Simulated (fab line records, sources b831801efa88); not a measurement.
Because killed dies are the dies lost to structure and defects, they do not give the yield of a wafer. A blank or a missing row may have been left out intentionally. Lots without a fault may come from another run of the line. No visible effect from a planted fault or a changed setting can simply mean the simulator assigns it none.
fab line records | flow gf180mcu
[record] lots = 5 | wafers = 14 | last_day = 33
route steps=602 shown V2@408 M3@409 PASSIVATION@602
lots with no fault: from the same line, run without faults
start_h: hours from the record's first day to the start of the lot's first wafer shown | wait_h: hours from the lot's prior step to this one | " identical to the entry in the row above | L1.1+2: several wafers, shown together as one row | - no value present, or no start provided | * or withheld: withheld | < > ~ a bound
route shown NAME@n: a module of which the file shows steps, and the number in the route of the first | usual: mean/standard deviation taken from wafers without a fault | same: alike in all rows | chamber/n: place in a boat | sites: per-site readings | _std_site: standard deviation of those values | _edge_site: inner sites' mean taken away from outer sites' mean | radius_mm: how far each site lies from the wafer's centre | mask NAME#n: copy n | behind: the most recent tool/chamber to have shaped the wafer | hold: the reason the lot was held/the length of the hold in hours/how it ended | device: names the non-switching transistor (n, p or np) | end of line: the tests these same wafers got at the end of their route | for a step that has no rows: nothing shown but its recipe | killed: at the first sort, the dies lost to defects and structure; wafer yield is something else | map: a wafer's dies, marking killed ones x, the rest . and places with no die _
set.NAME: setting as actually run; set.NAME@STEP: the setting as run at that earlier step | model.NAME: the simulator's own value behind a step, which no gauge read
lots at some steps of the route; a table a step, a row a wafer
services: a tool's chamber out of use, with start hour (start_h, from the record's first day; less than 0 if before it), hours out, and reason
[[steps]]
[step GF_V2_CMP_26]
[recipe] stop_on = SiO2 | down_force_psi = 3.5 | platen_rpm = 60 | t_overpolish_s = 15 | target_thk_nm = 0 | pad_velocity_m_s = 0.94248
[step GF_M3_SPUTTER_00]
[recipe] material = Ti | target_thk_nm = 37.5 | arriving_ion_energy_ev = 80 | substrate_temp_c = 200 | chamber_pressure_pa = 2 | power_w = 4000 | time_s = 150
[usual] throttle_valve_pct = 30.0/0.72
lot.wafer | tool           | chamber | start_h | wait_h | throttle_valve_pct
L592.3    | pvd_sputter-04 | -       | 485.93  | 0.2    | 30.3
L592.4    | "              | -       | "       | "      | 28.9
L592.5    | "              | -       | "       | "      | 30.5
L594.1    | pvd_sputter-03 | -       | 504.66  | 0.2    | 29.6
L594.3    | "              | -       | "       | "      | 30.2
L594.4    | "              | -       | "       | "      | 31.0
L603.2    | pvd_sputter-04 | -       | 576.48  | 0.1    | 30.1
L603.4    | "              | -       | "       | "      | 29.3
L608.4    | pvd_sputter-02 | -       | 615.73  | 0.2    | 31.8
L608.5    | "              | -       | "       | "      | 29.8
L608.6    | "              | -       | "       | "      | 30.5
L609.2    | pvd_sputter-03 | -       | 620.16  | 0.1    | 30.9
L609.5    | "              | -       | "       | "      | 30.1
L609.6    | "              | -       | "       | "      | 29.4
[step GF_M3_SPUTTER_01]
[recipe] material = TiN | target_thk_nm = 30 | power_w = 6500 | time_s = 25 | chamber_pressure_pa = 0.4
[usual] throttle_valve_pct = 30.0/0.72
lot.wafer | tool           | chamber | start_h | wait_h | throttle_valve_pct
L592.3    | pvd_sputter-04 | -       | 486.03  | 0.1    | 30.6
L592.4    | "              | -       | "       | "      | 29.2
L592.5    | "              | -       | "       | "      | 30.4
L594.1    | pvd_sputter-03 | -       | 504.76  | 0.1    | 29.4
L594.3    | "              | -       | "       | "      | 30.1
L594.4    | "              | -       | "       | "      | 30.8
L603.2    | pvd_sputter-04 | -       | 576.58  | 0.1    | 30.3
L603.4    | "              | -       | "       | "      | 29.0
L608.4    | pvd_sputter-02 | -       | 615.83  | 0.1    | 31.8
L608.5    | "              | -       | "       | "      | 30.3
L608.6    | "              | -       | "       | "      | 30.5
L609.2    | pvd_sputter-03 | -       | 620.26  | 0.1    | 30.9
L609.5    | "              | -       | "       | "      | 30.1
L609.6    | "              | -       | "       | "      | 29.5
[step GF_M3_SPUTTER_02]
[recipe] material = AlCu | target_thk_nm = 450 | power_w = 10600 | time_s = 23.9 | chamber_pressure_pa = 0.4
[usual] throttle_valve_pct = 29.9/0.69
lot.wafer | tool           | chamber | start_h | wait_h | throttle_valve_pct
L592.3    | pvd_sputter-04 | -       | 486.06  | 0.0    | 30.2
L592.4    | "              | -       | "       | "      | 29.0
L592.5    | "              | -       | "       | "      | 30.3
L594.1    | pvd_sputter-03 | -       | 504.79  | 0.0    | 29.4
L594.3    | "              | -       | "       | "      | 30.2
L594.4    | "              | -       | "       | "      | 30.7
L603.2    | pvd_sputter-04 | -       | 576.61  | 0.0    | 30.2
L603.4    | "              | -       | "       | "      | 29.1
L608.4    | pvd_sputter-02 | -       | 615.86  | 0.0    | 31.7
L608.5    | "              | -       | "       | "      | 29.8
L608.6    | "              | -       | "       | "      | 30.7
L609.2    | pvd_sputter-03 | -       | 620.29  | 0.0    | 30.7
L609.5    | "              | -       | "       | "      | 30.2
L609.6    | "              | -       | "       | "      | 29.3
[step GF_M3_SPUTTER_03]
[recipe] material = Ti | target_thk_nm = 10 | substrate_temp_c = 300 | chamber_pressure_pa = 0.3 | power_w = 3000 | time_s = 6.7
[usual] throttle_valve_pct = 30.0/0.69
lot.wafer | tool           | chamber | start_h | wait_h | throttle_valve_pct
L592.3    | pvd_sputter-04 | -       | 486.09  | 0.0    | 30.2
L592.4    | "              | -       | "       | "      | 29.2
L592.5    | "              | -       | "       | "      | 30.4
L594.1    | pvd_sputter-03 | -       | 504.82  | 0.0    | 29.4
L594.3    | "              | -       | "       | "      | 30.0
L594.4    | "              | -       | "       | "      | 30.9
L603.2    | pvd_sputter-04 | -       | 576.64  | 0.0    | 30.2
L603.4    | "              | -       | "       | "      | 29.3
L608.4    | pvd_sputter-02 | -       | 615.89  | 0.0    | 31.5
L608.5    | "              | -       | "       | "      | 30.3
L608.6    | "              | -       | "       | "      | 30.6
L609.2    | pvd_sputter-03 | -       | 620.32  | 0.0    | 30.6
L609.5    | "              | -       | "       | "      | 30.0
L609.6    | "              | -       | "       | "      | 29.6
[step GF_M3_SPUTTER_04]
[recipe] material = TiN | target_thk_nm = 50 | power_w = 6500 | time_s = 41.7 | chamber_pressure_pa = 0.4
[usual] throttle_valve_pct = 29.9/0.71
lot.wafer | tool           | chamber | start_h | wait_h | throttle_valve_pct
L592.3    | pvd_sputter-04 | -       | 486.11  | 0.0    | 30.1
L592.4    | "              | -       | "       | "      | 29.0
L592.5    | "              | -       | "       | "      | 30.7
L594.1    | pvd_sputter-03 | -       | 504.84  | 0.0    | 29.5
L594.3    | "              | -       | "       | "      | 30.1
L594.4    | "              | -       | "       | "      | 30.9
L603.2    | pvd_sputter-04 | -       | 576.66  | 0.0    | 30.2
L603.4    | "              | -       | "       | "      | 29.1
L608.4    | pvd_sputter-02 | -       | 615.92  | 0.0    | 31.6
L608.5    | "              | -       | "       | "      | 30.2
L608.6    | "              | -       | "       | "      | 30.5
L609.2    | pvd_sputter-03 | -       | 620.34  | 0.0    | 30.9
L609.5    | "              | -       | "       | "      | 30.1
L609.6    | "              | -       | "       | "      | 29.5
[step GF_M3_RS_MEAS_05]
[recipe] thk_meas_gauge = four-point-probe | reads = TiN_of_M3_SPUTTER_04+Ti_of_M3_SPUTTER_03+AlCu_of_M3_SPUTTER_02+TiN_of_M3_SPUTTER_01+Ti_of_M3_SPUTTER_00
[usual] M3_ALCU_RS = 0.0694/0.0008
lot.wafer | tool          | chamber | start_h | wait_h | M3_ALCU_RS[ohm/sq]
L592.3    | film_metro-03 | -       | 486.19  | 0.1    | 0.0689
L592.4    | "             | -       | "       | "      | 0.0690
L592.5    | "             | -       | "       | "      | 0.0695
L594.1    | film_metro-04 | -       | 504.88  | 0.0    | 0.0685
L594.3    | "             | -       | "       | "      | 0.0688
L594.4    | "             | -       | "       | "      | 0.0697
L603.2    | film_metro-01 | -       | 576.72  | 0.0    | 0.0698
L603.4    | "             | -       | "       | "      | 0.0693
L608.4    | film_metro-01 | -       | 616.02  | 0.1    | 0.0694
L608.5    | "             | -       | "       | "      | 0.0685
L608.6    | "             | -       | "       | "      | 0.0687
L609.2    | film_metro-04 | -       | 620.40  | 0.0    | 0.0706
L609.5    | "             | -       | "       | "      | 0.0694
L609.6    | "             | -       | "       | "      | 0.0704
[step GF_M3_THK_MEAS_06]
[recipe] thk_meas_gauge = xrf | reads = AlCu_of_M3_SPUTTER_02
[usual] M3_ALCU_THK = 449/5.4
lot.wafer | tool          | chamber | start_h | wait_h | M3_ALCU_THK[nm]
L592.3    | film_metro-03 | -       | 486.29  | 0.1    | 451
L592.4    | "             | -       | "       | "      | 450
L592.5    | "             | -       | "       | "      | 446
L594.1    | film_metro-04 | -       | 505.00  | 0.1    | 455
L594.3    | "             | -       | "       | "      | 454
L594.4    | "             | -       | "       | "      | 449
L603.2    | film_metro-01 | -       | 576.83  | 0.1    | 451
L603.4    | "             | -       | "       | "      | 449
L608.4    | film_metro-01 | -       | 616.11  | 0.1    | 452
L608.5    | "             | -       | "       | "      | 453
L608.6    | "             | -       | "       | "      | 451
L609.2    | film_metro-04 | -       | 620.51  | 0.1    | 441
L609.5    | "             | -       | "       | "      | 451
L609.6    | "             | -       | "       | "      | 440
[step GF_M3_DEHYDRATE_07]
[recipe] temp_c = 200 | time_s = 60
[step GF_M3_HMDS_08]
[recipe] prime_time_s = 60 | prime_temp_c = 120
[step GF_M3_COAT_09]
[recipe] resist = KrF | spin_rpm = withheld | resist_thk_nm = 1000
[step GF_M3_SOFTBAKE_10]
[recipe] temp_c = 130 | time_s = 60 | resist = KrF
[step GF_M3_EXPOSE_11]
[recipe] mask_id = Metal3 | target_cd_nm = 280 | na = 0.68 | source_shape = conventional | sigma_outer = 0.6 | dose_mj = 28
lot.wafer  | tool           | chamber | start_h | wait_h | mask
L592.3+4+5 | krf_scanner-01 | 0       | 498.18  | -      | Metal3#0
L594.1+3+4 | krf_scanner-02 | 0       | 516.66  | -      | Metal3#0
L603.2+4   | krf_scanner-01 | 0       | 587.57  | -      | Metal3#0
L608.4+5+6 | krf_scanner-02 | 0       | 626.36  | -      | Metal3#0
L609.2+5+6 | krf_scanner-02 | 0       | 630.72  | -      | Metal3#0
[step GF_M3_PEB_12]
[recipe] peb_temp_c = 135 | peb_time_s = 90 | resist = KrF
[step GF_M3_DEVELOP_13]
[recipe] develop_time_s = 60 | dev_temp_c = 21
[step GF_M3_CD_MEAS_14]
[recipe] target_cd_nm = 280
[usual] cd_nm = 279.9/1.1
lot.wafer | tool      | chamber | start_h | wait_h | hold                     | cd_nm
L592.3    | cd_sem-02 | -       | 509.51  | 0.2    | -                        | 279.4
L592.4    | "         | -       | "       | "      | -                        | 279.6
L592.5    | "         | -       | "       | "      | -                        | 278.9
L594.1    | cd_sem-01 | -       | 527.66  | 0.1    | -                        | 279.7
L594.3    | "         | -       | "       | "      | -                        | 279.5
L594.4    | "         | -       | "       | "      | -                        | 279.4
L603.2    | cd_sem-01 | -       | 597.93  | 0.1    | await_dispo/0.2h/release | 250.8
L603.4    | "         | -       | "       | "      | await_dispo/0.2h/release | 250.4
L603.2    | cd_sem-01 | -       | 598.29  | 0.3    | -                        | 251.1
L603.4    | "         | -       | "       | "      | -                        | 250.1
L608.4    | cd_sem-02 | -       | 636.31  | 0.1    | -                        | 280.9
L608.5    | "         | -       | "       | "      | -                        | 280.5
L608.6    | "         | -       | "       | "      | -                        | 280.9
L609.2    | cd_sem-01 | -       | 640.73  | 0.1    | -                        | 280.9
L609.5    | "         | -       | "       | "      | -                        | 281.0
L609.6    | "         | -       | "       | "      | -                        | 281.8
[step GF_M3_OVL_MEAS_15]
[usual] M3_OVL = 2/5.1
lot.wafer | tool       | chamber | start_h | wait_h | hold                     | M3_OVL[nm]
L592.3    | overlay-01 | -       | 509.61  | 0.1    | -                        | -3
L592.4    | "          | -       | "       | "      | -                        | -6
L592.5    | "          | -       | "       | "      | -                        | -10
L594.1    | overlay-01 | -       | 527.78  | 0.1    | -                        | 3
L594.3    | "          | -       | "       | "      | -                        | 3
L594.4    | "          | -       | "       | "      | -                        | -2
L603.2    | overlay-01 | -       | 606.65  | 8.3    | await_dispo/8.3h/release | 1
L603.4    | "          | -       | "       | "      | await_dispo/8.3h/release | 1
L608.4    | overlay-02 | -       | 636.39  | 0.1    | -                        | 7
L608.5    | "          | -       | "       | "      | -                        | 1
L608.6    | "          | -       | "       | "      | -                        | 7
L609.2    | overlay-01 | -       | 640.84  | 0.1    | -                        | 3
L609.5    | "          | -       | "       | "      | -                        | 0
L609.6    | "          | -       | "       | "      | -                        | 7
[step GF_M3_METAL_ETCH_16]
[recipe] chemistry = Cl2/BCl3 | mask_material = KrF | target_depth_nm = 627.5 | stop_on = SiO2 | pressure_mtorr = 8 | icp_w = 800 | bias_w = 140 | Cl2_flow_sccm = 80 | bcl3_flow_sccm = 40 | time_s = 104.6
[usual] bias_w = 140.0/0.41 | drypump_motor_current_A = 5.9/0.58 | oes_product_au = 0.973/0.0064 | throttle_valve_pct = 28.250/0.01
lot.wafer | tool         | chamber | start_h | wait_h | bias_w | drypump_motor_current_A | oes_product_au | rf_hours_counter_h | throttle_valve_pct | model.M3.cd_nm
L592.3    | rie_metal-02 | 0       | 509.67  | 0.1    | 139.6  | 5.4                     | 0.968          | -                  | 28.253             | 282.7
L592.4    | "            | 1       | "       | "      | 140.1  | 5.0                     | 0.969          | -                  | 28.252             | 284.5
L592.5    | "            | 1       | "       | "      | 140.0  | 5.0                     | 0.971          | -                  | 28.254             | 282.1
L594.1    | rie_metal-02 | 1       | 527.82  | 0.0    | 139.8  | 4.9                     | 0.975          | 10                 | 28.241             | 282.5
L594.3    | "            | 0       | "       | "      | 139.8  | 5.3                     | 0.974          | -                  | 28.236             | 277.6
L594.4    | "            | 1       | "       | "      | 139.4  | 4.9                     | 0.974          | -                  | 28.247             | 278.6
L603.2    | rie_metal-01 | 1       | 606.68  | 0.0    | 139.7  | 6.4                     | 0.969          | 0                  | 28.265             | 249.7
L603.4    | "            | 1       | "       | "      | 139.6  | 6.4                     | 0.972          | -                  | 28.242             | 251.2
L608.4    | rie_metal-02 | 1       | 636.45  | 0.0    | 140.3  | 4.9                     | 0.972          | -                  | 28.250             | 282.4
L608.5    | "            | 0       | "       | "      | 139.8  | 5.3                     | 0.978          | -                  | 28.243             | 282.5
L608.6    | "            | 1       | "       | "      | 140.3  | 4.9                     | 0.968          | -                  | 28.247             | 285.6
L609.2    | rie_metal-01 | 0       | 640.87  | 0.0    | 140.6  | 6.4                     | 0.958          | 11                 | 28.252             | 283.8
L609.5    | "            | 1       | "       | "      | 140.5  | 6.4                     | 0.975          | -                  | 28.245             | 285.6
L609.6    | "            | 0       | "       | "      | 139.9  | 6.4                     | 0.971          | -                  | 28.232             | 283.1
[step GF_M3_STRIP_17]
[recipe] chemistry = O2/N2 | power_w = 1400 | pressure_mtorr = 1500 | platen_temp_c = 250 | o2_flow_sccm = 3000 | n2_flow_sccm = 300 | overash_fraction = 0.5
[step GF_PASSIVATION_PROBE_99]
lot.wafer | tool      | chamber | start_h | wait_h | model.etest.met3.width_nm | model.etest.met3.line_ohm_um
L592.3    | prober-02 | -       | 692.61  | 0.2    | 279.4                     | 0.2545
L592.4    | prober-02 | -       | 692.66  | 0.2    | 284                       | 0.2501
L592.5    | prober-02 | -       | 692.71  | 0.2    | 282.8                     | 0.2532
L594.1    | prober-02 | -       | 704.11  | 0.1    | 280.2                     | 0.2521
L594.3    | prober-02 | -       | 704.21  | 0.2    | 278.4                     | 0.2556
L594.4    | prober-02 | -       | 704.26  | 0.2    | 278.5                     | 0.2556
L603.2    | prober-01 | -       | 760.71  | 0.1    | 246.7                     | 0.2923
L603.4    | prober-01 | -       | 760.81  | 0.2    | 254.4                     | 0.2809
L608.4    | prober-02 | -       | 790.97  | 0.2    | 283.7                     | 0.2503
L608.5    | prober-02 | -       | 791.02  | 0.2    | 282.1                     | 0.2511
L608.6    | prober-02 | -       | 791.07  | 0.2    | 285.8                     | 0.25
L609.2    | prober-01 | -       | 794.56  | 0.1    | 286                       | 0.2541
L609.5    | prober-01 | -       | 794.71  | 0.2    | 283.1                     | 0.2532
L609.6    | prober-01 | -       | 794.76  | 0.2    | 283.2                     | 0.2571
// killed by level:class
L592.3 V1:geometric_particle:open=7 V3:geometric_particle:open=7 CONTACT:geometric_particle:open=5 V5:geometric_particle:open=5 V2:geometric_particle:open=3 V3:geometric_particle:short=3 M4:geometric_particle:short=3 V4:geometric_particle:open=3
L592.4 CONTACT:geometric_particle:open=5 V2:geometric_particle:open=5 V4:geometric_particle:open=4 V5:geometric_particle:short=4 CONTACT:geometric_particle:short=3 M1:geometric_particle:short=3 V1:geometric_particle:short=3 V1:geometric_particle:open=3
L592.5 V1:geometric_particle:open=5 V4:geometric_particle:open=5 V5:geometric_particle:open=5 V2:geometric_particle:open=4 V3:geometric_particle:short=4 V3:geometric_particle:open=4 M1:geometric_particle:short=2 V1:geometric_particle:short=2
L594.1 CONTACT:geometric_particle:short=5 CONTACT:geometric_particle:open=5 STI:geometric_particle:short=4 V5:geometric_particle:open=4 STI:geometric_particle:open=3 V2:geometric_particle:short=3 V4:geometric_particle:short=3 V1:geometric_particle:open=2
L594.3 V2:geometric_particle:open=7 V3:geometric_particle:open=4 CONTACT:geometric_particle:short=3 V3:geometric_particle:short=3 V4:geometric_particle:open=3 STI:geometric_particle:short=2 POLY_GATE:geometric_particle:short=2 SAB:geometric_particle:open=2
L594.4 CONTACT:geometric_particle:open=5 V1:geometric_particle:open=3 V1:geometric_particle:short=3 V2:geometric_particle:open=3 V3:geometric_particle:short=3 STI:geometric_particle:short=2 STI:geometric_particle:open=2 SALICIDE:geometric_particle:short=2
L608.4 CONTACT:geometric_particle:short=6 M1:geometric_particle:short=5 V1:geometric_particle:open=5 V3:geometric_particle:open=4 V5:geometric_particle:open=4 M4:geometric_particle:short=3 V4:geometric_particle:short=3 POLY_GATE:geometric_particle:open=2
L608.5 CONTACT:geometric_particle:open=6 V2:geometric_particle:open=4 V4:geometric_particle:open=4 V5:geometric_particle:open=4 STI:geometric_particle:open=3 V1:geometric_particle:open=3 M2:geometric_particle:short=3 V2:geometric_particle:short=3
L608.6 V5:geometric_particle:open=5 CONTACT:geometric_particle:short=4 V2:geometric_particle:open=4 M1:geometric_particle:short=3 V1:geometric_particle:short=3 SAB:geometric_particle:open=2 V3:geometric_particle:open=2 CONTACT:geometric_particle:open=2
L609.2 CONTACT:geometric_particle:open=8 V2:geometric_particle:open=7 V5:geometric_particle:open=7 V2:geometric_particle:short=5 V4:geometric_particle:open=5 V1:geometric_particle:open=4 V3:geometric_particle:open=4 STI:geometric_particle:open=3
L609.5 V1:geometric_particle:open=6 CONTACT:geometric_particle:open=4 V3:geometric_particle:open=4 V5:geometric_particle:open=4 V2:geometric_particle:short=3 M1:geometric_particle:short=3 V2:geometric_particle:open=3 V4:geometric_particle:open=3
L609.6 V2:geometric_particle:open=9 STI:geometric_particle:open=5 CONTACT:geometric_particle:open=5 V1:geometric_particle:open=5 V3:geometric_particle:open=3 V4:geometric_particle:open=3 CONTACT:geometric_particle:short=2 V2:geometric_particle:short=2
[[services]]
tool           | chamber | start_h | hours | kind
krf_scanner-02 | -       | 474.06  | 0.3   | repair
krf_scanner-01 | -       | 476.66  | 1.3   | pm
krf_scanner-01 | -       | 483.30  | 4.4   | pm
pvd_sputter-02 | -       | 501.48  | 8.9   | repair
krf_scanner-02 | -       | 503.93  | 3.0   | repair
krf_scanner-01 | -       | 509.10  | 0.8   | pm
krf_scanner-02 | -       | 529.80  | 6.3   | repair
krf_scanner-02 | -       | 531.94  | 5.5   | repair
krf_scanner-01 | -       | 537.47  | 1.0   | pm
pvd_sputter-04 | -       | 549.36  | 1.3   | repair
krf_scanner-02 | -       | 556.81  | 1.0   | pm
rie_metal-02   | 0       | 566.32  | -     | clean
rie_metal-02   | 0       | 566.32  | 25.4  | scheduled_down
krf_scanner-02 | -       | 594.68  | 0.8   | pm
krf_scanner-02 | -       | 597.87  | 1.3   | pm
pvd_sputter-03 | 2       | 600.72  | -     | consumable_replace:kit
pvd_sputter-03 | 2       | 600.72  | 18.0  | scheduled_down
pvd_sputter-03 | 2       | 600.72  | 18.0  | vent_cycle
rie_metal-02   | -       | 617.00  | 14.6  | pm
rie_metal-01   | 0       | 618.27  | 8.9   | repair
krf_scanner-02 | -       | 631.75  | 6.3   | repair
pvd_sputter-02 | 3       | 640.70  | -     | consumable_replace:kit
pvd_sputter-02 | 3       | 640.70  | 18.0  | scheduled_down
pvd_sputter-02 | 3       | 640.70  | 18.0  | vent_cycle
[[key]]
[first_sign] step = GF_M3_CD_MEAS_14 | reading = visit | direction = added
[effect] step = GF_M3_CD_MEAS_14 | reading = cd_nm | direction = down | sigmas = 26 | usual = 279.9 | struck = 250.6
[model_effect] step = GF_M3_METAL_ETCH_16 | value = M3.cd_nm | without = 279.9 | struck = 250.5
[model_effect] step = GF_PASSIVATION_PROBE_99 | value = etest.met3.width_nm | without = 280 | struck = 250.6
met_at GF_M3_EXPOSE_11
struck_wafers L603.2,L603.4
sort_left_out L603.2,L603.4
onset_between 498.18 587.57
also_fits GF_M3_SPUTTER_00:pvd_sputter-04,GF_M3_SPUTTER_01:pvd_sputter-04,GF_M3_SPUTTER_02:pvd_sputter-04,GF_M3_SPUTTER_03:pvd_sputter-04
[fault] kind = process_parameter_drift | tool = krf_scanner-01 | chamber = - | onset_h = 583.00 | steps = GF_M3_EXPOSE_11 | channel = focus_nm | offset = 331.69 | shape = step | end_h = 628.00 | scope = struck_wafers_only
// sort_left_out: the simulated sort isn't trusted on such a fault, so these wafers' sort isn't shown, and their yield isn't known
